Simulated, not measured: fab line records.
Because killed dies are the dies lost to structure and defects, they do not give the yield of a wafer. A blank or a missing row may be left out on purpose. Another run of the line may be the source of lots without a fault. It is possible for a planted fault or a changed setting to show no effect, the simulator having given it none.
fab line records -- flow gf180mcu
record: lots: 5, wafers: 15, last_day: 34
route steps=602 shown NWELL@52 LVPWELL@54 MVSD@66 MVPSD@78
lots untouched by any fault: they come from a run of this same line in which no faults occurred
start_h: start of the lot's first displayed wafer, in hours after the record's first day -- wait_h: hours from the lot's prior step to this one -- " same as the row above -- L1.1+2: one row covering several wafers at once -- - value missing, or start not given -- * or withheld: withheld -- < > ~ a bound
route shown NAME@n: a module of which the file shows steps, and the number in the route of the first -- usual: mean and standard deviation over wafers with no fault -- same: alike in all rows -- chamber/n: place in a boat -- sites: per-site readings -- _std_site: their standard deviation -- _edge_site: inner sites' mean taken away from outer sites' mean -- radius_mm: for every site, how far away it sits from the centre of the wafer -- mask NAME#n: copy n -- behind: the most recent tool/chamber to have shaped the wafer -- hold: why the lot went on hold/how many hours it stayed there/how the hold came to an end -- device: transistor that didn't switch, given as n, p or np -- end of line: tests of these same wafers at the route's end -- for a step that has no rows: nothing shown but its recipe -- killed: dies that structure and defects cost at the first sort, which is not the same as the wafer's yield -- map: dies across one wafer; x = killed, . = not, _ = none there
set.NAME: the setting the step ran with; set.NAME@STEP: the setting that earlier step ran with -- model.NAME: the simulator's own value behind a step, which no gauge read
certain route steps with their lots: each step a table, each wafer a row
services: when a tool's chamber went out of use (start_h, in hours from the record's first day, below 0 if earlier), for how many hours, and the reason
== steps ==
step: GF_NWELL_STRIP_10
recipe: chemistry: O2/N2, power_w: 1400, pressure_mtorr: 1500, platen_temp_c: 250, o2_flow_sccm: 3000, n2_flow_sccm: 300, overash_fraction: 0.5
usual: drypump_motor_current_A: 5.7/0.39, heater_power_w: 334/14, oes_product_au: 0.722/0.0044, strip_time_to_endpoint_s: 36.92/0.099
lot.wafer,tool,chamber,start_h,wait_h,drypump_motor_current_A,heater_power_w,oes_product_au,rf_hours_counter_h,strip_time_to_endpoint_s
L252.3,plasma_asher-04,1,77.70,0.1,5.4,348,0.722,-,36.84
L252.4,plasma_asher-04,0,77.70,0.1,6.3,333,0.724,-,36.86
L252.5,plasma_asher-04,0,77.70,0.1,6.3,325,0.717,-,36.66
L260.4,plasma_asher-04,1,122.93,0.1,5.3,337,0.720,-,36.85
L260.5,plasma_asher-04,0,122.93,0.1,6.2,306,0.722,-,36.88
L260.6,plasma_asher-04,1,122.93,0.1,5.3,338,0.716,-,36.85
L262.1,plasma_asher-02,1,132.43,0.1,5.0,361,0.725,25,36.72
L262.4,plasma_asher-02,0,132.43,0.1,5.3,318,0.728,-,36.81
L262.6,plasma_asher-02,1,132.43,0.1,5.0,375,0.723,-,36.91
L265.3,plasma_asher-01,0,146.58,0.1,5.8,335,0.723,-,36.87
L265.5,plasma_asher-01,1,146.58,0.1,5.8,318,0.729,-,36.91
L265.6,plasma_asher-01,0,146.58,0.1,5.8,345,0.727,-,36.88
L270.1,plasma_asher-01,1,182.75,0.1,5.8,324,0.724,59,36.93
L270.3,plasma_asher-01,0,182.75,0.1,5.8,336,0.717,-,36.89
L270.5,plasma_asher-01,0,182.75,0.1,5.8,332,0.726,-,36.93
step: GF_NWELL_TW_MEAS_11
usual: NWELL_TW: 1586/9.5
lot.wafer,tool,chamber,start_h,wait_h,NWELL_TW
L252.3,film_metro-04,-,77.79,0.1,1591
L252.4,film_metro-04,-,77.79,0.1,1598
L252.5,film_metro-04,-,77.79,0.1,1598
L260.4,film_metro-04,-,123.03,0.1,1596
L260.5,film_metro-04,-,123.03,0.1,1605
L260.6,film_metro-04,-,123.03,0.1,1595
L262.1,film_metro-03,-,132.53,0.1,1588
L262.4,film_metro-03,-,132.53,0.1,1572
L262.6,film_metro-03,-,132.53,0.1,1576
L265.3,film_metro-02,-,146.67,0.1,1572
L265.5,film_metro-02,-,146.67,0.1,1570
L265.6,film_metro-02,-,146.67,0.1,1572
L270.1,film_metro-03,-,182.85,0.1,1574
L270.3,film_metro-03,-,182.85,0.1,1576
L270.5,film_metro-03,-,182.85,0.1,1575
step: GF_LVPWELL_DEHYDRATE_00
recipe: temp_c: 200, time_s: 60
step: GF_LVPWELL_HMDS_01
recipe: prime_time_s: 60, prime_temp_c: 120
step: GF_LVPWELL_COAT_02
recipe: spin_rpm: 2000, resist_thk_nm: 3000
step: GF_LVPWELL_SOFTBAKE_03
recipe: temp_c: 110, time_s: withheld
step: GF_LVPWELL_EXPOSE_04
recipe: mask_id: LVPWELL, target_cd_nm: 600, na: 0.6, source_shape: conventional, sigma_outer: 0.6, dose_mj: 260
step: GF_LVPWELL_PEB_05
recipe: temp_c: 115, time_s: withheld
step: GF_LVPWELL_DEVELOP_06
recipe: wall_angle_deg: 90, develop_time_s: 60, dev_temp_c: 23
step: GF_LVPWELL_OVL_MEAS_07
usual: LVPWELL_OVL: 1.2/1.3
lot.wafer,tool,chamber,start_h,wait_h,LVPWELL_OVL[nm]
L252.3,overlay-02,-,91.72,-,1.3
L252.4,overlay-02,-,91.72,-,-0.3
L252.5,overlay-02,-,91.72,-,-1.0
L260.4,overlay-02,-,137.23,-,0.0
L260.5,overlay-02,-,137.23,-,0.8
L260.6,overlay-02,-,137.23,-,0.0
L262.1,overlay-01,-,147.78,-,3.6
L262.4,overlay-01,-,147.78,-,3.7
L262.6,overlay-01,-,147.78,-,2.6
L265.3,overlay-01,-,162.09,-,2.5
L265.5,overlay-01,-,162.09,-,-0.1
L265.6,overlay-01,-,162.09,-,0.4
L270.1,overlay-01,-,199.46,-,-0.1
L270.3,overlay-01,-,199.46,-,-0.2
L270.5,overlay-01,-,199.46,-,1.1
step: GF_LVPWELL_IMPLANT_08
recipe: species: B, energy_kev: 170, dose_cm2: 1.5e+13, tilt_deg: 0
step: GF_LVPWELL_IMPLANT_09
recipe: species: B, energy_kev: 60, dose_cm2: 5e+12, tilt_deg: 0
step: GF_LVPWELL_STRIP_10
recipe: chemistry: O2/N2, power_w: 1400, pressure_mtorr: 1500, platen_temp_c: 250, o2_flow_sccm: 3000, n2_flow_sccm: 300, overash_fraction: 0.5
usual: drypump_motor_current_A: 5.7/0.45, heater_power_w: 322/31, oes_product_au: 0.723/0.0052, strip_time_to_endpoint_s: 36.96/0.11
lot.wafer,tool,chamber,start_h,wait_h,drypump_motor_current_A,heater_power_w,oes_product_au,rf_hours_counter_h,strip_time_to_endpoint_s,model.coat_of_LVPWELL_COAT_02.thk_nm
L252.3,plasma_asher-04,1,92.08,0.1,5.4,340,0.727,-,37.02,0
L252.4,plasma_asher-04,0,92.08,0.1,6.3,337,0.716,-,37.06,0
L252.5,plasma_asher-04,0,92.08,0.1,6.2,323,0.724,-,36.98,0
L260.4,plasma_asher-03,1,137.58,0.1,5.7,341,0.727,-,36.92,0
L260.5,plasma_asher-03,1,137.58,0.1,5.8,326,0.720,-,36.97,0
L260.6,plasma_asher-03,0,137.58,0.1,6.1,266,0.714,-,36.90,0
L262.1,plasma_asher-03,1,148.12,0.1,5.7,331,0.721,50,37.10,0
L262.4,plasma_asher-03,1,148.12,0.1,5.8,333,0.731,-,37.12,0
L262.6,plasma_asher-03,0,148.12,0.1,6.1,270,0.716,-,37.09,0
L265.3,plasma_asher-04,1,162.45,0.1,5.4,344,0.944,-,-,1353
L265.5,plasma_asher-04,0,162.45,0.1,6.3,327,0.945,-,-,1346
L265.6,plasma_asher-04,1,162.45,0.1,5.4,346,0.942,-,-,1349
L270.1,plasma_asher-03,1,199.80,0.1,5.8,334,0.724,55,36.80,0
L270.3,plasma_asher-03,0,199.80,0.1,6.1,259,0.720,-,36.90,0
L270.5,plasma_asher-03,0,199.80,0.1,6.1,270,0.721,-,36.94,0
step: GF_LVPWELL_TW_MEAS_11
usual: LVPWELL_TW: 564/3.3
lot.wafer,tool,chamber,start_h,wait_h,LVPWELL_TW
L252.3,film_metro-04,-,92.17,0.1,569
L252.4,film_metro-04,-,92.17,0.1,570
L252.5,film_metro-04,-,92.17,0.1,569
L260.4,film_metro-04,-,137.68,0.1,569
L260.5,film_metro-04,-,137.68,0.1,567
L260.6,film_metro-04,-,137.68,0.1,566
L262.1,film_metro-04,-,148.22,0.1,568
L262.4,film_metro-04,-,148.22,0.1,566
L262.6,film_metro-04,-,148.22,0.1,564
L265.3,film_metro-04,-,162.54,0.1,565
L265.5,film_metro-04,-,162.54,0.1,565
L265.6,film_metro-04,-,162.54,0.1,565
L270.1,film_metro-04,-,199.90,0.1,565
L270.3,film_metro-04,-,199.90,0.1,566
L270.5,film_metro-04,-,199.90,0.1,569
step: GF_MVSD_DEHYDRATE_00
recipe: temp_c: 200, time_s: 60
step: GF_MVSD_HMDS_01
recipe: prime_time_s: 60, prime_temp_c: 120
step: GF_MVSD_COAT_02
recipe: spin_rpm: 2000, resist_thk_nm: 3000
step: GF_MVSD_SOFTBAKE_03
recipe: temp_c: 110, time_s: withheld
step: GF_MVSD_EXPOSE_04
recipe: mask_id: MVSD, target_cd_nm: 1000, na: 0.6, source_shape: conventional, sigma_outer: 0.6, dose_mj: 260
step: GF_MVSD_PEB_05
recipe: temp_c: 115, time_s: withheld
step: GF_MVSD_DEVELOP_06
recipe: wall_angle_deg: 90, develop_time_s: 60, dev_temp_c: 23
step: GF_MVSD_OVL_MEAS_07
usual: MVSD_OVL: 0.2/1.2
lot.wafer,tool,chamber,start_h,wait_h,MVSD_OVL[nm]
L252.3,overlay-01,-,106.31,-,1.6
L252.4,overlay-01,-,106.31,-,0.6
L252.5,overlay-01,-,106.31,-,-4.5
L260.4,overlay-02,-,153.66,-,0.8
L260.5,overlay-02,-,153.66,-,0.8
L260.6,overlay-02,-,153.66,-,1.5
L262.1,overlay-02,-,163.33,-,-0.5
L262.4,overlay-02,-,163.33,-,-0.4
L262.6,overlay-02,-,163.33,-,1.2
L265.3,overlay-01,-,178.66,-,-0.8
L265.5,overlay-01,-,178.66,-,1.1
L265.6,overlay-01,-,178.66,-,0.6
L270.1,overlay-01,-,217.60,-,0.8
L270.3,overlay-01,-,217.60,-,0.8
L270.5,overlay-01,-,217.60,-,1.5
step: GF_MVSD_IMPLANT_08
recipe: species: P, energy_kev: 400, dose_cm2: 1.6e+13, tilt_deg: 0
step: GF_MVSD_IMPLANT_09
recipe: species: P, energy_kev: 100, dose_cm2: 5e+12, tilt_deg: 0
step: GF_MVSD_STRIP_10
recipe: chemistry: O2/N2, power_w: 1400, pressure_mtorr: 1500, platen_temp_c: 250, o2_flow_sccm: 3000, n2_flow_sccm: 300, overash_fraction: 0.5
usual: drypump_motor_current_A: 5.7/0.37, heater_power_w: 325/29, oes_product_au: 0.723/0.0044, strip_time_to_endpoint_s: 36.92/0.076
lot.wafer,tool,chamber,start_h,wait_h,drypump_motor_current_A,heater_power_w,oes_product_au,rf_hours_counter_h,strip_time_to_endpoint_s
L252.3,plasma_asher-02,0,106.67,0.1,5.3,318,0.732,-,36.78
L252.4,plasma_asher-02,1,106.67,0.1,5.0,363,0.722,-,36.86
L252.5,plasma_asher-02,0,106.67,0.1,5.3,329,0.727,-,36.97
L260.4,plasma_asher-03,0,154.02,0.1,6.1,262,0.724,-,37.04
L260.5,plasma_asher-03,0,154.02,0.1,6.1,267,0.734,-,36.95
L260.6,plasma_asher-03,1,154.02,0.1,5.7,326,0.723,-,37.08
L262.1,plasma_asher-01,0,163.67,0.1,5.8,330,0.723,57,36.82
L262.4,plasma_asher-01,1,163.67,0.1,5.8,324,0.723,-,36.89
L262.6,plasma_asher-01,0,163.67,0.1,5.8,343,0.723,-,36.85
L265.3,plasma_asher-03,1,179.02,0.1,5.8,328,0.728,-,57.10
L265.5,plasma_asher-03,1,179.02,0.1,5.7,330,0.730,-,56.93
L265.6,plasma_asher-03,0,179.02,0.1,6.1,271,0.730,-,57.05
L270.1,plasma_asher-03,1,217.93,0.1,5.7,340,0.719,57,36.95
L270.3,plasma_asher-03,1,217.93,0.1,5.8,332,0.722,-,36.96
L270.5,plasma_asher-03,1,217.93,0.1,5.8,330,0.721,-,36.90
step: GF_MVSD_TW_MEAS_11
usual: MVSD_TW: 1593/9
lot.wafer,tool,chamber,start_h,wait_h,MVSD_TW
L252.3,film_metro-04,-,106.75,0.1,1597
L252.4,film_metro-04,-,106.75,0.1,1598
L252.5,film_metro-04,-,106.75,0.1,1586
L260.4,film_metro-02,-,154.11,0.1,1591
L260.5,film_metro-02,-,154.11,0.1,1596
L260.6,film_metro-02,-,154.11,0.1,1587
L262.1,film_metro-02,-,163.77,0.1,1585
L262.4,film_metro-02,-,163.77,0.1,1587
L262.6,film_metro-02,-,163.77,0.1,1584
L265.3,film_metro-04,-,179.10,0.1,30
L265.5,film_metro-04,-,179.10,0.1,30
L265.6,film_metro-04,-,179.10,0.1,30
L270.1,film_metro-04,-,218.03,0.1,1586
L270.3,film_metro-04,-,218.03,0.1,1586
L270.5,film_metro-04,-,218.03,0.1,1591
step: GF_MVPSD_DEHYDRATE_00
recipe: temp_c: 200, time_s: 60
== services ==
tool,chamber,start_h,hours,kind
plasma_asher-03,-,60.07,7.1,repair
plasma_asher-04,-,107.14,2.8,pm
plasma_asher-03,-,109.71,1.4,repair
plasma_asher-04,-,109.89,9.0,pm
plasma_asher-04,0,109.89,10.6,vent_cycle
plasma_asher-04,1,109.89,10.6,vent_cycle
plasma_asher-04,-,110.76,9.8,repair
plasma_asher-04,0,118.89,-,clean
plasma_asher-04,1,118.89,-,clean
plasma_asher-02,-,189.38,0.4,repair
== key ==
first_sign: step: GF_LVPWELL_STRIP_10, reading: oes_product_au, direction: up, sigmas: 43, usual: 0.723, struck: 0.943
effect: step: GF_MVSD_STRIP_10, reading: strip_time_to_endpoint_s, direction: up, sigmas: 99+, usual: *, struck: *
effect: step: GF_MVSD_TW_MEAS_11, reading: MVSD_TW, direction: down, sigmas: 99+, usual: 1593, struck: 30
model_effect: step: GF_LVPWELL_STRIP_10, value: coat_of_LVPWELL_COAT_02.thk_nm, without: 0, struck: 1349
met_at GF_LVPWELL_STRIP_10
struck_wafers L265.3,L265.5,L265.6
sort_left_out L265.3,L265.5,L265.6
tester_left_out L265
onset_between 92.08 162.45
fault: kind: strip_aborted, tool: plasma_asher-04, chamber: -, onset_h: 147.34, steps: GF_LVPWELL_STRIP_10, offset: 0.69544, end_h: 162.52
tester_left_out: of these lots the tester's yield and bins aren't shown, on N5 and GAA mostly nor the transistor test; their killed dies are dies lost to structure and defects alone, not to doping, threshold or leakage, so they don't give the yield
sort_left_out: the simulated sort isn't trusted on such a fault, so these wafers' sort isn't shown, and their yield isn't known
